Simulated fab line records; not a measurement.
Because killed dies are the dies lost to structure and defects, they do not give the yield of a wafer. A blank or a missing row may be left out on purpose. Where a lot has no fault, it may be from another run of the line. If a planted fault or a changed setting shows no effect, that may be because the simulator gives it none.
Chamber matching | flow gf180mcu | cmp-01 running GF_STI_CMP_25: 4 sister chambers
The step polishes, stops on Si3N4, t overpolish 33 s, target thk 524.6 nm. 8 wafers are shown with their chamber, then 6 later ones without.

WAFERS PAIRED WITH THEIR CHAMBERS
wafer  | chamber | timeToEndpointS (s) | motorCurrentA (A)
L654.3 | 1       | 137                 | 12.5
L655.6 | 1       | 135                 | 12.4
L663.5 | 2       | 113                 | 14.6
L667.1 | 0       | 118                 | 16.7
L667.2 | 2       | 116                 | 15.2
L669.1 | 3       | 128                 | 12.5
L669.4 | 0       | 115                 | 15.9
L669.5 | 3       | 133                 | 13.0

WAFERS WHOSE CHAMBER IS MISSING
wafer  | timeToEndpointS (s) | motorCurrentA (A)
L670.1 | 131                 | 13.3
L670.2 | 131                 | 12.3
L670.4 | 118                 | 15.3
L674.1 | 120                 | 15.1
L674.4 | 130                 | 13.0
L674.5 | 120                 | 14.9

THE CHAMBER EACH PASSED THROUGH
wafer  | from the rows above     | in truth
L670.1 | can't be placed: 3 or 1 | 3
L670.2 | can't be placed: 3 or 1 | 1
L670.4 | can't be placed: 2 or 0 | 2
L674.1 | can't be placed: 2 or 0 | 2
L674.4 | 3                       | 3
L674.5 | can't be placed: 2 or 0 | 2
Placed correctly: 1 of 6. Cannot be placed on the basis of these rows: 5; the candidates contain the true chamber in 5. Placed wrongly: 0.
How it was worked out, from the rows above alone: a wafer's distance from a chamber is the root of the sum, over the readings, of the square of ((its reading less the chamber's mean) divided by the reading's scatter). If the next closest chamber is less than 2 further off than the closest, the wafer can't be placed; otherwise it belongs to the closest. Each chamber's mean is taken over the wafers shown for it. The scatter: take each reading less its chamber's mean, square it, sum over the shown wafers, divide by the number of wafers less the number of chambers, and take the root.
